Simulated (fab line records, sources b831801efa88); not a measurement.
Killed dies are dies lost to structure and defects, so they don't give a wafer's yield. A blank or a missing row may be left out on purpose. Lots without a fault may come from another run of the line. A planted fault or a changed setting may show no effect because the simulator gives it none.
Which tool did it? | flow sky130 | 6 lots, 18 wafers sampled, at 3 steps of a route of 708

WHAT THE GAUGES READ, wafer by wafer
SKY_LDD_HVP_OVL_MEAS_07.
lot  | measured     | on         | LDD_HVP_OVL (nm)
L491 | day 22 12:18 | overlay-02 | 2.3 -0.1 0.0
L493 | day 23 13:01 | overlay-01 | -1.8 -2.3 -1.1
L496 | day 24 07:53 | overlay-02 | 4.6 4.0 4.1
L506 | day 27 19:40 | overlay-01 | -0.9 1.0 1.0
L509 | day 29 02:34 | overlay-01 | 3.0 2.4 2.2
L512 | day 29 18:43 | overlay-01 | -2.7 -0.8 -1.5

WHICH TOOL RAN EACH LOT (tool, then ch and the chambers of the sampled wafers, then the start)
lot  | SKY_RES_PROTECT_STRIP_07             | SKY_LDD_HVP_EXPOSE_04
L491 | plasma_asher-02 ch 0,1, day 15 22:35 | iline_stepper-02 ch 0, day 21 21:01
L493 | plasma_asher-04 ch 0,1, day 16 20:37 | iline_stepper-01 ch 0, day 22 22:04
L496 | plasma_asher-04 ch 0, day 17 15:42   | iline_stepper-02 ch 0, day 23 16:38
L506 | plasma_asher-01 ch 0,1, day 21 10:52 | iline_stepper-01 ch 0, day 27 05:25
L509 | plasma_asher-02 ch 0,1, day 22 16:45 | iline_stepper-01 ch 0, day 28 12:58
L512 | plasma_asher-04 ch 0,1, day 23 12:40 | iline_stepper-01 ch 0, day 29 04:42
- SKY_RES_PROTECT_STRIP_07: strips in O2/N2.
- SKY_LDD_HVP_EXPOSE_04: exposes mask HVPTM, target cd 700 nm.

THE ANSWER, worked out from the rows above alone
Rule: what is usual is taken from the lots themselves. Put in order of their means at a reading, lots are off if they are a third of the lots or fewer, leave a main group of 4 or more, and stand apart from it by a gap of 3 or more times the standard deviation of the main group's means; of several such gaps the widest counts. A main group whose means are all the same, to the digits that the tables above print for the reading, isn't used. A lot without any number at a reading at which 4 lots or more have one is off too. The other lots that the step has rows for count as sound.
No lot is off at any reading shown: from this, nothing can be told.

WHAT THE SIMULATOR HAD PUT IN
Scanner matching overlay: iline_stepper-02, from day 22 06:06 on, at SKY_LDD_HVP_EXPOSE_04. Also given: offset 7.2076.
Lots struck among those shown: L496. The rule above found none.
